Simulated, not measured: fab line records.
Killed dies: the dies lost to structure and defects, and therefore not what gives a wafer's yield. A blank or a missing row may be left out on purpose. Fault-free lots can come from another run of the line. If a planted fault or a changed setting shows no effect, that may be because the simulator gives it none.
Commonality check across tools / flow sky130 / Lots sampled 13, wafers sampled 39

## WHY IT WAS OPENED
At SKY_LDD_HVN_TW_MEAS_10 the reading LDD_HVN_TW is flagged on 2 of 13 lots. Wafers without a fault read 1437, standard deviation 7.
Rule: flag the lot when none of its wafers has a number, or when each of its wafers that has one lies beyond 4 standard deviations from that mean. The rest of the lots are taken to be sound.

lot=L729; measured=day 21 00:05; on=filmMetro-04; LDD_HVN_TW, wafer by wafer=1438 1432 1432; flag=
lot=L730; measured=day 21 11:28; on=filmMetro-04; LDD_HVN_TW, wafer by wafer=1438 1439 1439; flag=
lot=L731; measured=day 21 17:23; on=filmMetro-01; LDD_HVN_TW, wafer by wafer=1447 1450 1447; flag=
lot=L732; measured=day 22 03:37; on=filmMetro-02; LDD_HVN_TW, wafer by wafer=1433 1428 1425; flag=
lot=L733; measured=day 22 14:37; on=filmMetro-02; LDD_HVN_TW, wafer by wafer=1426 1433 1424; flag=
lot=L735; measured=day 23 09:55; on=filmMetro-02; LDD_HVN_TW, wafer by wafer=1282 1269 1264; flag=FLAGGED
lot=L736; measured=day 23 22:58; on=filmMetro-04; LDD_HVN_TW, wafer by wafer=1283 1278 1283; flag=FLAGGED
lot=L741; measured=day 25 09:16; on=filmMetro-01; LDD_HVN_TW, wafer by wafer=1443 1450 1443; flag=
lot=L744; measured=day 26 10:37; on=filmMetro-04; LDD_HVN_TW, wafer by wafer=1432 1444 1435; flag=
lot=L745; measured=day 26 17:40; on=filmMetro-04; LDD_HVN_TW, wafer by wafer=1445 1441 1435; flag=
lot=L747; measured=day 27 03:54; on=filmMetro-01; LDD_HVN_TW, wafer by wafer=1457 1446 1450; flag=
lot=L749; measured=day 27 21:44; on=filmMetro-02; LDD_HVN_TW, wafer by wafer=1431 1445 1443; flag=
lot=L751; measured=day 28 14:04; on=filmMetro-02; LDD_HVN_TW, wafer by wafer=1434 1433 1440; flag=
The mean of the flagged lots' numbers is 1276, -160 from the usual (-23 standard deviations).

## LOT BY LOT: THE TOOL USED
The record holds 1 process step before the reading, out of a route of 708 steps. Every cell lists first the tool, next ch and the chambers used by the sampled wafers, and last the start.
lot=L729; flag=; SKY_LDD_HVN_IMPLANT_08=implanter-03 ch 0, day 20 23:52
lot=L730; flag=; SKY_LDD_HVN_IMPLANT_08=implanter-04 ch 0, day 21 11:13
lot=L731; flag=; SKY_LDD_HVN_IMPLANT_08=implanter-03 ch 0, day 21 17:10
lot=L732; flag=; SKY_LDD_HVN_IMPLANT_08=implanter-03 ch 0, day 22 03:22
lot=L733; flag=; SKY_LDD_HVN_IMPLANT_08=implanter-01 ch 0, day 22 14:22
lot=L735; flag=FLAGGED; SKY_LDD_HVN_IMPLANT_08=implanter-03 ch 0, day 23 09:40
lot=L736; flag=FLAGGED; SKY_LDD_HVN_IMPLANT_08=implanter-03 ch 0, day 23 22:44
lot=L741; flag=; SKY_LDD_HVN_IMPLANT_08=implanter-01 ch 0, day 25 09:02
lot=L744; flag=; SKY_LDD_HVN_IMPLANT_08=implanter-03 ch 0, day 26 10:23
lot=L745; flag=; SKY_LDD_HVN_IMPLANT_08=implanter-04 ch 0, day 26 17:25
lot=L747; flag=; SKY_LDD_HVN_IMPLANT_08=implanter-03 ch 0, day 27 03:40
lot=L749; flag=; SKY_LDD_HVN_IMPLANT_08=implanter-03 ch 0, day 27 21:29
lot=L751; flag=; SKY_LDD_HVN_IMPLANT_08=implanter-03 ch 0, day 28 13:51
What the steps here do:
- SKY_LDD_HVN_IMPLANT_08
- SKY_LDD_HVN_TW_MEAS_10

## FLAGGED AGAINST TOTAL, ONE TOOL AT A TIME (gauges that did the reading follow at the end)
step=SKY_LDD_HVN_IMPLANT_08; tool=implanter-01; lots run=2; flagged=0; share of the flagged lots=none; sound lots run after its first flagged lot=-
step=SKY_LDD_HVN_IMPLANT_08; tool=implanter-03; lots run=9; flagged=2; share of the flagged lots=all; sound lots run after its first flagged lot=4 (L744,L747,L749,L751)
step=SKY_LDD_HVN_IMPLANT_08; tool=implanter-04; lots run=2; flagged=0; share of the flagged lots=none; sound lots run after its first flagged lot=-
step=SKY_LDD_HVN_TW_MEAS_10; tool=filmMetro-01; lots run=3; flagged=0; share of the flagged lots=none; sound lots run after its first flagged lot=-
step=SKY_LDD_HVN_TW_MEAS_10; tool=filmMetro-02; lots run=5; flagged=1; share of the flagged lots=some; sound lots run after its first flagged lot=2 (L749,L751)
step=SKY_LDD_HVN_TW_MEAS_10; tool=filmMetro-04; lots run=5; flagged=1; share of the flagged lots=some; sound lots run after its first flagged lot=2 (L744,L745)

## WHAT THE TABLE ALLOWS
In the table, 1 row covers all flagged lots: implanter-03 at SKY_LDD_HVN_IMPLANT_08.
- implanter-03 at SKY_LDD_HVN_IMPLANT_08 ran 9 lots, 2 of them flagged. Sound lots followed the first flagged one (L744, L747, L749, L751) on it, something a lasting fault affecting the whole tool could not allow. Its own readings (tiltDeg) fall more than 4 standard deviations out on all wafers of the flagged lots.
Not one row of the table ran every flagged lot while running no sound lot after the first.

## WHAT THE SIMULATOR PUT IN
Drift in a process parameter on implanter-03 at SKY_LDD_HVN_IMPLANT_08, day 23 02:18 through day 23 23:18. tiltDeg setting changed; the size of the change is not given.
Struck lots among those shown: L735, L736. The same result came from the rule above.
